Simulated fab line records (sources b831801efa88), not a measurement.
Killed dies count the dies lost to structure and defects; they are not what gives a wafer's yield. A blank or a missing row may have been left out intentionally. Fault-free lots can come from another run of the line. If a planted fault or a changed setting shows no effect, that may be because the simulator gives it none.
What tool caused it? | flow gf180mcu | 19 wafers from 7 lots sampled at 2 of the route's 602 steps

## WHAT EACH GAUGE READ, for each wafer
GF_VT_IMPLANT_RS_MEAS_49: measures by four-point-probe.
lot  | measured     | on            | MVPSD_RS (ohm/sq)
L715 | day 7 19:59  | film_metro-01 | 1176.5 1172.3 1173.4
L717 | day 8 11:01  | film_metro-03 | 1166.9 1167.3 1168.5
L722 | day 9 22:32  | film_metro-04 | 1224.4 1168.1
L726 | day 11 00:14 | film_metro-04 | 1218.5 1166.6
L730 | day 12 02:26 | film_metro-04 | 1172.2 1171.7 1171.9
L732 | day 12 17:16 | film_metro-04 | 1171.4 1172.7 1172.4
L736 | day 13 18:11 | film_metro-04 | 1168.6 1169.3 1172.6

## EACH LOT AND THE TOOL THAT RAN IT (in order: tool; ch and the chambers of the sampled wafers; start)
lot  | GF_MVPSD_IMPLANT_09
L715 | implanter-01 ch 0, day 5 05:09
L717 | implanter-03 ch 0, day 5 19:22
L722 | implanter-04 ch 0, day 7 02:38
L726 | implanter-04 ch 0, day 8 02:02
L730 | implanter-01 ch 0, day 9 01:33
L732 | implanter-03 ch 0, day 9 13:18
L736 | implanter-01 ch 0, day 10 11:49
- GF_MVPSD_IMPLANT_09

## THE ANSWER, worked out from the rows above alone
Rule: what is usual is taken from the lots themselves. The widest of any qualifying gaps counts: lots, ordered by their means at a reading, are off when they make up no more than a third of the lots, leave a main group of 4 or more, and stand apart from it by 3 or more times the standard deviation of that group's means. Not used: any main group whose means are identical at the precision the tables above print for the reading. A lot without any number at a reading at which 4 lots or more have one is off too. The other lots that the step has rows for count as sound.
Off: at GF_VT_IMPLANT_RS_MEAS_49 (MVPSD_RS), L722, L726. The main group has a mean of 1171.2 ohm/sq with a standard deviation of 2.2.
A tool fits if, at a process step before that reading, it ran every lot that is off, and no sound lot after the first of them. The gauges at GF_VT_IMPLANT_RS_MEAS_49 are tried like those tools. One candidate fits, namely implanter-04 at GF_MVPSD_IMPLANT_09. It ran no sound lot before its first lot that is off in this sample, so the start can't be narrowed down.

## WHAT THE SIMULATOR HAD PUT IN
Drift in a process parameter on implanter-04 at GF_MVPSD_IMPLANT_09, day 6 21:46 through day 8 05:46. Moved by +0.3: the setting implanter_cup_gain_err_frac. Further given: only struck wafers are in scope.
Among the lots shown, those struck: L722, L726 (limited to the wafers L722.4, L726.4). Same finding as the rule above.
